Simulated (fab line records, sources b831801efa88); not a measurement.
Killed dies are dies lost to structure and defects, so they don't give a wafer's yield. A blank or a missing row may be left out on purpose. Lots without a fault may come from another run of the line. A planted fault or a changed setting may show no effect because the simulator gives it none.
fab line records | flow sky130
record lots=24 wafers=72 last_day=50
route steps=708 shown METAL2@499 VIA2@523 CAPM@549 METAL3@563 CAP2M@605
lots that met no fault: from a run of the same line without faults
start_h: hours from the record's first day to the start of the lot's first wafer shown | wait_h: hours since the lot's step before | " the same as in the row above | L1.1+2: a row that stands for several wafers | - no value, or no start given | * or withheld: withheld | < > ~ a bound
route shown NAME@n: a module of which the file shows steps, and the number in the route of the first | usual: mean/standard deviation of fault-free wafers | same: alike in all rows | chamber/n: place in a boat | sites: the reading at each site | _std_site: their standard deviation | _edge_site: outer sites' mean less inner sites' | radius_mm: how far each site lies from the wafer's centre | mask NAME#n: copy n | behind: the tool/chamber that last shaped the wafer | hold: why the lot was held/for how many hours/how that ended | device: the transistor (n, p or np) that didn't switch | end of line: the same wafers' tests at the end of the route | a step without rows: its recipe alone | killed: dies lost to structure and defects at the first sort, not the wafer's yield | map: a wafer's dies, x killed, . not, _ none there
set.NAME: the setting as run; set.NAME@STEP: as run at that earlier step | model.NAME: the simulator's own value behind a step, which no gauge read
steps of the route over a sample of lots; a table a step, a row a wafer
services: from which hour (start_h, from the record's first day; less than 0 if before it) a tool's chamber was out of use, for how many hours, and why
## steps
# step SKY_METAL2_OVL_MEAS_16
# usual METAL2_OVL=0/4.6
# columns lot.wafer tool chamber start_h wait_h METAL2_OVL[nm]
L074.1 overlay-01 - 814.13 0.1 2
L074.4 " - " " 1
L074.5 " - " " 1
L075.1 overlay-02 - 820.46 0.1 8
L075.4 " - " " 3
L075.5 " - " " 8
L076.2 overlay-01 - 836.70 0.1 6
L076.5 " - " " 4
L076.6 " - " " 0
L077.1 overlay-02 - 842.48 0.1 -3
L077.2 " - " " -2
L077.3 " - " " -1
L078.2 overlay-01 - 852.19 0.1 -7
L078.5 " - " " -5
L078.6 " - " " -6
L079.1 overlay-01 - 852.53 0.1 5
L079.3 " - " " -4
L079.6 " - " " -6
L080.3 overlay-01 - 871.43 0.1 0
L080.5 " - " " -2
L080.6 " - " " -2
L081.1 overlay-01 - 879.83 0.1 -1
L081.2 " - " " 1
L081.5 " - " " 4
L082.3 overlay-02 - 882.34 0.1 8
L082.4 " - " " 6
L082.5 " - " " 9
L083.1 overlay-02 - 889.78 0.1 6
L083.4 " - " " 6
L083.6 " - " " 3
L084.1 overlay-01 - 892.63 0.1 -3
L084.2 " - " " 2
L084.4 " - " " 0
L085.3 overlay-02 - 903.23 0.1 -3
L085.4 " - " " 2
L085.6 " - " " -4
L086.1 overlay-01 - 907.93 0.1 5
L086.4 " - " " 4
L086.6 " - " " 2
L087.1 overlay-01 - 915.43 0.1 4
L087.4 " - " " -2
L087.5 " - " " 0
L088.2 overlay-01 - 919.69 0.1 2
L088.3 " - " " 2
L088.5 " - " " 0
L089.1 overlay-01 - 925.88 0.1 -2
L089.2 " - " " -13
L089.3 " - " " -6
L090.1 overlay-01 - 937.26 0.1 5
L090.4 " - " " 7
L090.5 " - " " -1
L091.1 overlay-01 - 938.74 0.1 2
L091.2 " - " " 4
L091.4 " - " " 5
L092.1 overlay-02 - 948.78 0.1 -2
L092.4 " - " " -4
L092.6 " - " " 1
L093.2 overlay-02 - 954.64 0.1 -3
L093.3 " - " " -2
L093.6 " - " " 3
L094.1 overlay-01 - 963.18 0.1 -7
L094.2 " - " " -5
L094.3 " - " " -2
L095.1 overlay-02 - 968.87 0.1 -4
L095.4 " - " " 0
L095.5 " - " " -1
L096.2 overlay-02 - 975.97 0.1 2
L096.3 " - " " 1
L096.4 " - " " -7
L097.1 overlay-02 - 977.88 0.1 4
L097.3 " - " " 7
L097.4 " - " " 4
# step SKY_VIA2_STRIP_16
# recipe chemistry=O2/N2 power_w=1400 pressure_mtorr=1500 platen_temp_c=withheld o2_flow_sccm=3000 n2_flow_sccm=300 overash_fraction=0.5
# usual drypump_motor_current_A=5.5/0.59 oes_product_au=0.398/0.0043 strip_time_to_endpoint_s=4.036/0.024
# columns lot.wafer tool chamber start_h wait_h drypump_motor_current_A oes_product_au rf_hours_counter_h strip_time_to_endpoint_s
L074.1 plasma_asher-02 1 841.56 0.1 5.8 0.398 13 4.057
L074.4 " 1 " " 5.8 0.396 - 4.038
L074.5 " 0 " " 6.2 0.394 - 4.026
L075.1 plasma_asher-03 1 847.46 0.0 4.7 0.400 72 3.994
L075.4 " 0 " " 5.7 0.391 - 4.011
L075.5 " 1 " " 4.7 0.397 - 4.030
L076.2 plasma_asher-03 1 864.07 0.0 4.7 0.395 74 4.084
L076.5 " 0 " " 5.7 0.406 - 4.064
L076.6 " 1 " " 4.7 0.404 - 4.073
L077.1 plasma_asher-03 1 871.21 0.0 4.6 0.398 75 4.057
L077.2 " 0 " " 5.7 0.397 75 4.049
L077.3 " 1 " " 4.6 0.403 - 4.035
L078.2 plasma_asher-02 0 879.36 0.0 6.2 0.402 18 4.050
L078.5 " 0 " " 6.2 0.402 - 4.043
L078.6 " 1 " " 5.8 0.402 - 4.060
L079.1 plasma_asher-03 0 880.02 0.0 5.7 0.401 77 4.039
L079.3 " 1 " " 4.7 0.403 - 4.049
L079.6 " 1 " " 4.6 0.399 - 4.040
L080.3 plasma_asher-03 0 897.91 0.1 5.7 0.404 - 4.047
L080.5 " 0 " " 5.7 0.400 - 4.078
L080.6 " 1 " " 4.6 0.399 - 4.061
L081.1 plasma_asher-03 1 906.62 0.0 4.7 0.396 80 4.026
L081.2 " 0 " " 5.7 0.395 80 4.065
L081.5 " 0 " " 5.7 0.402 - 4.037
L082.3 plasma_asher-03 1 908.99 0.1 4.7 0.407 - 4.068
L082.4 " 0 " " 5.7 0.399 - 4.055
L082.5 " 0 " " 5.7 0.400 - 4.029
L083.1 plasma_asher-03 1 916.72 0.0 4.7 0.402 81 4.039
L083.4 " 1 " " 4.6 0.397 - 3.981
L083.6 " 1 " " 4.6 0.396 - 3.988
L084.1 plasma_asher-04 1 918.82 0.0 5.4 0.395 101 4.036
L084.2 " 0 " " 6.3 0.395 101 4.035
L084.4 " 0 " " 6.3 0.403 - 4.057
L085.3 plasma_asher-02 0 929.66 0.1 6.2 0.401 - 4.029
L085.4 " 1 " " 5.8 0.391 - 4.024
L085.6 " 1 " " 5.8 0.397 - 4.055
L086.1 plasma_asher-03 1 934.31 0.0 4.6 0.392 83 4.010
L086.4 " 1 " " 4.7 0.404 - 4.049
L086.6 " 0 " " 5.7 0.399 - 4.054
L087.1 plasma_asher-03 1 941.72 0.0 4.6 0.398 84 3.999
L087.4 " 0 " " 5.7 0.403 - 4.046
L087.5 " 0 " " 5.7 0.397 - 4.031
L088.2 plasma_asher-02 0 946.01 0.0 6.2 0.407 24 4.052
L088.3 " 1 " " 5.8 0.400 - 4.028
L088.5 " 0 " " 6.2 0.393 - 4.028
L089.1 plasma_asher-03 0 953.16 0.0 5.7 0.392 85 4.045
L089.2 " 1 " " 4.7 0.396 85 4.057
L089.3 " 0 " " 5.7 0.391 - 4.031
L090.1 plasma_asher-02 1 963.27 0.0 5.8 0.403 25 4.020
L090.4 " 1 " " 5.8 0.400 - 4.059
L090.5 " 1 " " 5.8 0.402 - 4.049
L091.1 plasma_asher-04 0 964.72 0.0 6.3 0.385 106 4.024
L091.2 " 1 " " 5.5 0.395 106 4.016
L091.4 " 0 " " 6.4 0.399 - 4.029
L092.1 plasma_asher-02 0 974.86 0.0 6.2 0.396 27 4.033
L092.4 " 0 " " 6.2 0.398 - 4.031
L092.6 " 0 " " 6.2 0.395 - 3.997
L093.2 plasma_asher-03 1 981.02 0.0 4.7 0.397 87 4.047
L093.3 " 1 " " 4.7 0.390 - 4.023
L093.6 " 1 " " 4.7 0.396 - 4.062
L094.1 plasma_asher-03 0 989.07 0.0 5.7 0.398 88 4.053
L094.2 " 1 " " 4.7 0.395 88 4.030
L094.3 " 1 " " 4.7 0.400 - 4.056
L095.1 plasma_asher-04 1 994.21 0.0 5.5 0.397 109 4.003
L095.4 " 1 " " 5.4 0.397 - 4.013
L095.5 " 0 " " 6.3 0.409 - 4.019
L096.2 plasma_asher-02 1 1001.36 0.0 5.8 0.399 29 4.019
L096.3 " 1 " " 5.8 0.400 - 4.041
L096.4 " 0 " " 6.2 0.404 - 4.082
L097.1 plasma_asher-03 1 1003.41 0.0 4.7 0.390 89 4.048
L097.3 " 0 " " 5.7 0.391 - 4.004
L097.4 " 1 " " 4.7 0.392 - 3.997
# step SKY_CAPM_OVL_MEAS_12
# usual CAPM_OVL=0.2/1.4
# columns lot.wafer tool chamber start_h wait_h CAPM_OVL[nm]
L074.1 overlay-02 - 868.66 0.1 4.2
L074.4 " - " " 4.2
L074.5 " - " " 3.8
L075.1 overlay-01 - 875.10 0.1 0.8
L075.4 " - " " -0.8
L075.5 " - " " 0.7
L076.2 overlay-02 - 890.77 0.1 -0.8
L076.5 " - " " -0.5
L076.6 " - " " -0.1
L077.1 overlay-01 - 897.40 0.1 1.0
L077.2 " - " " 0.0
L077.3 " - " " 0.4
L078.2 overlay-01 - 905.64 0.1 0.3
L078.5 " - " " 1.2
L078.6 " - " " -0.7
L079.1 overlay-01 - 906.52 0.1 -1.0
L079.3 " - " " 0.2
L079.6 " - " " -0.2
L080.3 overlay-01 - 923.76 0.1 -1.0
L080.5 " - " " -1.8
L080.6 " - " " -0.4
L081.1 overlay-01 - 932.65 0.1 -0.3
L081.2 " - " " -0.1
L081.5 " - " " -1.2
L082.3 overlay-01 - 935.36 0.1 0.2
L082.4 " - " " -0.9
L082.5 " - " " -0.1
L083.1 overlay-01 - 942.25 0.1 -0.7
L083.4 " - " " 0.0
L083.6 " - " " 0.3
L084.1 overlay-01 - 944.76 0.1 -0.6
L084.2 " - " " 1.0
L084.4 " - " " 0.2
L085.3 overlay-01 - 954.82 0.1 -0.3
L085.4 " - " " 0.2
L085.6 " - " " 0.1
L086.1 overlay-01 - 959.90 0.1 -2.5
L086.4 " - " " -2.6
L086.6 " - " " -2.6
L087.1 overlay-01 - 967.65 0.1 -1.2
L087.4 " - " " -0.1
L087.5 " - " " 1.1
L088.2 overlay-01 - 971.52 0.1 1.4
L088.3 " - " " 0.2
L088.5 " - " " 0.2
L089.1 overlay-01 - 978.95 0.1 2.3
L089.2 " - " " 3.5
L089.3 " - " " 0.5
L090.1 overlay-01 - 989.11 0.1 1.1
L090.4 " - " " 0.7
L090.5 " - " " 1.1
L091.1 overlay-01 - 989.95 0.1 -1.0
L091.2 " - " " -0.4
L091.4 " - " " 0.0
L092.1 overlay-02 - 1000.36 0.1 -2.1
L092.4 " - " " -1.2
L092.6 " - " " -0.2
L093.2 overlay-01 - 1005.97 0.1 0.7
L093.3 " - " " -0.8
L093.6 " - " " -0.9
L094.1 overlay-01 - 1014.95 0.1 1.4
L094.2 " - " " 3.5
L094.3 " - " " 2.0
L095.1 overlay-01 - 1019.85 0.1 2.1
L095.4 " - " " -0.3
L095.5 " - " " 0.8
L096.2 overlay-02 - 1026.42 0.1 -0.9
L096.3 " - " " -0.7
L096.4 " - " " -1.7
L097.1 overlay-02 - 1027.80 0.1 1.1
L097.3 " - " " 0.6
L097.4 " - " " 2.3
# step SKY_METAL3_CD_MEAS_13
# recipe target_cd_nm=300
# usual cd_nm=299.4/1.6
# columns lot.wafer tool chamber start_h wait_h cd_nm
L074.1 cd_sem-01 - 894.70 - 301.0
L074.4 " - " " 300.8
L074.5 " - " " 300.9
L075.1 cd_sem-01 - 900.25 - 299.1
L075.4 " - " " 299.2
L075.5 " - " " 299.4
L076.2 cd_sem-01 - 916.17 - 297.1
L076.5 " - " " 297.9
L076.6 " - " " 299.7
L077.1 cd_sem-02 - 923.11 - 295.6
L077.2 " - " " 294.5
L077.3 " - " " 295.8
L078.2 cd_sem-01 - 930.52 - 300.4
L078.5 " - " " 301.7
L078.6 " - " " 301.6
L079.1 cd_sem-01 - 931.35 - 302.5
L079.3 " - " " 301.6
L079.6 " - " " 301.0
L080.3 cd_sem-02 - 948.74 - 301.6
L080.5 " - " " 301.0
L080.6 " - " " 301.9
L081.1 cd_sem-02 - 957.56 - 301.6
L081.2 " - " " 301.1
L081.5 " - " " 302.7
L082.3 cd_sem-01 - 959.79 - 297.8
L082.4 " - " " 298.7
L082.5 " - " " 298.6
L083.1 cd_sem-01 - 967.30 - 299.3
L083.4 " - " " 301.0
L083.6 " - " " 300.7
L084.1 cd_sem-02 - 970.20 - 300.5
L084.2 " - " " 299.9
L084.4 " - " " 300.6
L085.3 cd_sem-02 - 979.69 - 299.0
L085.4 " - " " 299.7
L085.6 " - " " 300.3
L086.1 cd_sem-01 - 984.70 - 300.2
L086.4 " - " " 298.1
L086.6 " - " " 299.1
L087.1 cd_sem-02 - 992.65 - 297.6
L087.4 " - " " 297.6
L087.5 " - " " 298.2
L088.2 cd_sem-01 - 996.52 - 298.9
L088.3 " - " " 297.9
L088.5 " - " " 296.4
L089.1 cd_sem-01 - 1003.80 - 299.8
L089.2 " - " " 298.9
L089.3 " - " " 298.8
L090.1 cd_sem-02 - 1013.36 - 298.8
L090.4 " - " " 296.7
L090.5 " - " " 298.5
L091.1 cd_sem-01 - 1014.65 - 300.0
L091.2 " - " " 300.0
L091.4 " - " " 299.7
L092.1 cd_sem-01 - 1024.20 - 297.9
L092.4 " - " " 297.1
L092.6 " - " " 297.9
L093.2 cd_sem-01 - 1030.07 - 301.8
L093.3 " - " " 302.1
L093.6 " - " " 301.3
L094.1 cd_sem-02 - 1038.81 - 300.2
L094.2 " - " " 300.6
L094.3 " - " " 301.1
L095.1 cd_sem-01 - 1042.60 - 297.1
L095.4 " - " " 300.1
L095.5 " - " " 296.4
L096.2 cd_sem-02 - 1049.67 - 299.7
L096.3 " - " " 299.3
L096.4 " - " " 299.6
L097.1 cd_sem-02 - 1050.95 - 296.6
L097.3 " - " " 298.3
L097.4 " - " " 298.5
# step SKY_CAP2M_SPUTTER_02
# recipe material=TiN target_thk_nm=200 temp_c=300 power_w=6500 time_s=166.7 chamber_pressure_pa=0.4
# usual throttle_valve_pct=29.6/0.67
# columns lot.wafer tool chamber start_h wait_h throttle_valve_pct
L074.1 pvd_sputter-04 - 923.02 0.1 30.4
L074.4 " - " " 29.6
L074.5 " - " " 30.6
L075.1 pvd_sputter-04 - 928.65 0.1 30.7
L075.4 " - " " 30.1
L075.5 " - " " 29.6
L076.2 pvd_sputter-02 - 944.46 0.0 31.4
L076.5 " - " " 29.6
L076.6 " - " " 30.9
L077.1 pvd_sputter-03 - 950.62 0.1 29.0
L077.2 " - " " 29.9
L077.3 " - " " 28.7
L078.2 pvd_sputter-02 - 958.37 0.0 30.3
L078.5 " - " " 28.8
L078.6 " - " " 30.4
L079.1 pvd_sputter-03 - 959.61 0.1 29.4
L079.3 " - " " 28.9
L079.6 " - " " 28.5
L080.3 pvd_sputter-03 - 976.70 0.0 28.8
L080.5 " - " " 29.6
L080.6 " - " " 29.9
L081.1 pvd_sputter-04 - 985.23 0.1 29.1
L081.2 " - " " 29.3
L081.5 " - " " 29.2
L082.3 pvd_sputter-04 - 987.73 0.0 29.0
L082.4 " - " " 29.8
L082.5 " - " " 29.9
L083.1 pvd_sputter-02 - 994.98 0.1 30.2
L083.4 " - " " 29.0
L083.6 " - " " 28.9
L084.1 pvd_sputter-02 - 997.57 0.1 29.0
L084.2 " - " " 31.0
L084.4 " - " " 30.2
L085.3 pvd_sputter-03 - 1006.74 0.0 28.7
L085.4 " - " " 29.0
L085.6 " - " " 29.1
L086.1 pvd_sputter-04 - 1012.20 0.1 30.4
L086.4 " - " " 29.0
L086.6 " - " " 29.0
L087.1 pvd_sputter-04 - 1019.64 0.1 29.1
L087.4 " - " " 30.5
L087.5 " - " " 28.9
L088.2 pvd_sputter-02 - 1023.34 0.0 29.2
L088.3 " - " " 30.2
L088.5 " - " " 29.6
L089.1 pvd_sputter-02 - 1030.53 0.1 29.1
L089.2 " - " " 30.4
L089.3 " - " " 29.8
L090.1 pvd_sputter-02 - 1040.13 0.1 30.3
L090.4 " - " " 29.4
L090.5 " - " " 30.6
L091.1 pvd_sputter-02 - 1041.34 0.1 30.3
L091.2 " - " " 28.7
L091.4 " - " " 30.3
L092.1 pvd_sputter-03 - 1050.09 0.1 29.5
L092.4 " - " " 29.6
L092.6 " - " " 29.6
L093.2 pvd_sputter-03 - 1056.01 0.0 29.0
L093.3 " - " " 28.7
L093.6 " - " " 28.8
L094.1 pvd_sputter-02 - 1063.71 0.1 30.2
L094.2 " - " " 29.0
L094.3 " - " " 31.0
L095.1 pvd_sputter-03 - 1068.01 0.1 29.2
L095.4 " - " " 28.7
L095.5 " - " " 29.0
L096.2 pvd_sputter-02 - 1075.01 0.0 28.9
L096.3 " - " " 30.4
L096.4 " - " " 30.8
L097.1 pvd_sputter-03 - 1076.39 0.1 29.6
L097.3 " - " " 28.9
L097.4 " - " " 29.0
# step SKY_CAP2M_METAL_ETCH_13
# recipe target_depth_nm=220 stop_on=SiO2 chemistry=Cl2/BCl3 target=TiN pressure_mtorr=10 icp_w=900 bias_w=48.5 Cl2_flow_sccm=60 bcl3_flow_sccm=30 time_s=62.9
# usual drypump_motor_current_A=5.5/0.5 oes_product_au=0.944/0.0066 throttle_valve_pct=21.900/0.011
# columns lot.wafer tool chamber start_h wait_h drypump_motor_current_A oes_product_au rf_hours_counter_h throttle_valve_pct
L074.1 rie_metal-04 0 947.59 0.0 5.1 0.939 13 21.897
L074.4 " 0 " " 5.1 0.935 - 21.896
L074.5 " 0 " " 5.1 0.944 - 21.920
L075.1 rie_metal-01 0 952.88 0.0 4.9 0.947 14 21.900
L075.4 " 0 " " 4.9 0.942 - 21.908
L075.5 " 0 " " 4.9 0.938 - 21.908
L076.2 rie_metal-01 0 969.09 0.0 4.9 0.944 15 21.888
L076.5 " 0 " " 4.9 0.948 - 21.904
L076.6 " 1 " " 5.4 0.954 - 21.878
L077.1 rie_metal-03 1 974.93 0.0 6.4 0.944 12 21.906
L077.2 " 0 " " 5.5 0.939 16 21.898
L077.3 " 0 " " 5.5 0.935 - 21.909
L078.2 rie_metal-01 0 982.98 0.0 4.9 0.947 15 21.906
L078.5 " 0 " " 4.9 0.949 - 21.897
L078.6 " 1 " " 5.4 0.956 - 21.895
L079.1 rie_metal-03 1 983.59 0.0 6.4 0.937 13 21.918
L079.3 " 1 " " 6.5 0.941 - 21.896
L079.6 " 1 " " 6.4 0.945 - 21.899
L080.3 rie_metal-03 0 1000.81 0.0 5.5 0.940 - 21.919
L080.5 " 1 " " 6.4 0.943 - 21.895
L080.6 " 0 " " 5.5 0.936 - 21.899
L081.1 rie_metal-01 0 1009.00 0.0 4.9 0.951 17 21.903
L081.2 " 1 " " 5.3 0.945 19 21.888
L081.5 " 1 " " 5.4 0.945 - 21.894
L082.3 rie_metal-04 0 1011.22 0.1 5.1 0.948 - 21.892
L082.4 " 1 " " 5.7 0.938 - 21.904
L082.5 " 0 " " 5.1 0.942 - 21.880
L083.1 rie_metal-03 1 1018.10 0.0 6.4 0.953 14 21.898
L083.4 " 0 " " 5.5 0.948 - 21.904
L083.6 " 1 " " 6.4 0.935 - 21.904
L084.1 rie_metal-04 0 1020.99 0.0 5.1 0.951 18 21.906
L084.2 " 1 " " 5.7 0.950 12 21.892
L084.4 " 0 " " 5.1 0.953 - 21.898
L085.3 rie_metal-01 1 1030.37 0.0 5.3 0.947 - 21.900
L085.4 " 0 " " 4.9 0.946 - 21.895
L085.6 " 1 " " 5.3 0.930 - 21.913
L086.1 rie_metal-03 1 1035.09 0.0 6.4 0.952 15 21.896
L086.4 " 1 " " 6.5 0.954 - 21.895
L086.6 " 0 " " 5.5 0.948 - 21.927
L087.1 rie_metal-01 1 1042.15 0.0 5.4 0.954 21 21.913
L087.4 " 1 " " 5.4 0.938 - 21.896
L087.5 " 1 " " 5.4 0.938 - 21.900
L088.2 rie_metal-01 1 1045.30 0.0 5.4 0.951 21 21.919
L088.3 " 0 " " 4.9 0.932 - 21.909
L088.5 " 1 " " 5.4 0.931 - 21.908
L089.1 rie_metal-03 0 1052.55 0.0 5.5 0.951 20 21.902
L089.2 " 1 " " 6.4 0.933 16 21.893
L089.3 " 0 " " 5.5 0.941 - 21.884
L090.1 rie_metal-04 1 1061.65 0.0 5.7 0.944 15 21.899
L090.4 " 1 " " 5.7 0.928 - 21.899
L090.5 " 0 " " 5.1 0.941 - 21.893
L091.1 rie_metal-03 1 1063.38 0.0 6.4 0.943 17 21.888
L091.2 " 0 " " 5.5 0.955 21 21.896
L091.4 " 0 " " 5.5 0.940 - 21.904
L092.1 rie_metal-03 0 1071.64 0.0 5.5 0.930 21 21.894
L092.4 " 1 " " 6.5 0.940 - 21.895
L092.6 " 1 " " 6.5 0.942 - 21.899
L093.2 rie_metal-04 1 1076.78 0.0 5.7 0.945 16 21.889
L093.3 " 0 " " 5.1 0.943 - 21.895
L093.6 " 1 " " 5.7 0.944 - 21.896
L094.1 rie_metal-01 1 1084.39 0.0 5.3 0.941 0 21.897
L094.2 " 0 " " 4.9 0.942 22 21.906
L094.3 " 0 " " 4.9 0.957 - 21.902
L095.1 rie_metal-01 0 1089.03 0.0 4.9 0.953 23 21.906
L095.4 " 1 " " 5.4 0.950 - 21.879
L095.5 " 1 " " 5.3 0.944 - 21.884
L096.2 rie_metal-04 0 1095.48 0.0 5.1 0.947 23 21.895
L096.3 " 1 " " 5.7 0.940 - 21.889
L096.4 " 0 " " 5.1 0.946 - 21.895
L097.1 rie_metal-04 0 1096.93 0.0 5.1 0.952 23 21.899
L097.3 " 1 " " 5.7 0.956 - 21.899
L097.4 " 0 " " 5.1 0.947 - 21.897
## services
# columns tool chamber start_h hours kind
plasma_asher-04 - 819.50 62.9 repair
pvd_sputter-03 - 822.34 6.6 repair
rie_metal-01 - 827.76 0.4 repair
pvd_sputter-02 1 828.20 - consumable_replace:kit
pvd_sputter-02 1 828.20 18.0 scheduled_down
pvd_sputter-02 - 837.70 4.5 repair
pvd_sputter-02 - 839.46 16.7 repair
plasma_asher-02 - 849.75 0.4 repair
pvd_sputter-02 - 875.26 0.9 repair
plasma_asher-02 - 888.90 4.2 repair
pvd_sputter-02 - 899.75 14.9 repair
rie_metal-03 - 916.14 14.6 pm
plasma_asher-02 - 916.39 10.0 pm
pvd_sputter-04 - 957.61 5.4 repair
plasma_asher-03 - 964.60 3.2 repair
pvd_sputter-02 - 977.21 2.0 repair
plasma_asher-04 - 989.67 2.8 repair
pvd_sputter-04 - 1001.08 3.2 repair
rie_metal-04 1 1017.20 1.5 repair
plasma_asher-04 - 1027.38 3.0 repair
plasma_asher-02 - 1044.17 3.9 repair
plasma_asher-04 - 1055.25 9.0 pm
pvd_sputter-03 - 1083.21 2.2 repair
pvd_sputter-03 - 1091.29 7.5 repair
## key
fault none
